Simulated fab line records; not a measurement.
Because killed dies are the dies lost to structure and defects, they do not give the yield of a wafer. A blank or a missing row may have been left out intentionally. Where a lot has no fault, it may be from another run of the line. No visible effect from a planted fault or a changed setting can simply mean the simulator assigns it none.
Chamber matching    flow sky130    SKY_VIA2_ETCH_14 on rie-diel-03: 4 sister chambers
The step etches BARC in N2/H2, stops on SiO2, time 47.49 s, target depth 60 nm. 8 wafers are shown with their chamber, then 10 later ones without.

== WAFERS, EACH WITH ITS CHAMBER ==
wafer   chamber  h2-flow-sccm (sccm)  oes-product-au (a.u.)
L086.5  2        200.8                0.855
L090.1  1        200.5                0.845
L090.5  1        199.8                0.851
L090.6  2        200.6                0.845
L091.1  0        199.9                0.850
L091.5  3        199.8                0.849
L093.1  3        199.9                0.848
L093.4  0        200.0                0.849

== WAFERS WHOSE CHAMBER IS MISSING ==
wafer   h2-flow-sccm (sccm)  oes-product-au (a.u.)
L093.5  199.4                0.841
L092.1  199.7                0.843
L092.3  200.1                0.846
L092.4  197.9                0.847
L095.1  200.0                0.843
L095.4  199.4                0.848
L095.5  200.5                0.847
L097.1  199.5                0.842
L097.3  199.3                0.851
L097.5  198.9                0.851

== WHICH CHAMBER EACH WENT THROUGH ==
wafer   from the rows above                in truth
L093.5  can't be placed: 3 or 0 or 1       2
L092.1  can't be placed: 3 or 0 or 1       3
L092.3  can't be placed: 1 or 0 or 3 or 2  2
L092.4  can't be placed: 3 or 0 or 1       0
L095.1  can't be placed: 1 or 3 or 0 or 2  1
L095.4  can't be placed: 3 or 0 or 1       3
L095.5  can't be placed: 2 or 1 or 0 or 3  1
L097.1  can't be placed: 3 or 0 or 1       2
L097.3  can't be placed: 3 or 0 or 1       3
L097.5  can't be placed: 3 or 0 or 1       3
Correctly placed: 0 of 10. These rows do not allow placing 10 (true chamber among the candidates in 8). 0 placed wrongly.
How it was worked out, from the rows above alone: a wafer's distance from a chamber is the root of the sum, over the readings, of the square of ((its reading less the chamber's mean) divided by the reading's scatter). If the next closest chamber is less than 2 further off than the closest, the wafer can't be placed; otherwise it belongs to the closest. The mean given for a chamber averages the wafers shown for that chamber. The scatter: the root of (the sum of the squares of (reading less its chamber's mean) over the shown wafers, divided by (wafers less chambers)).
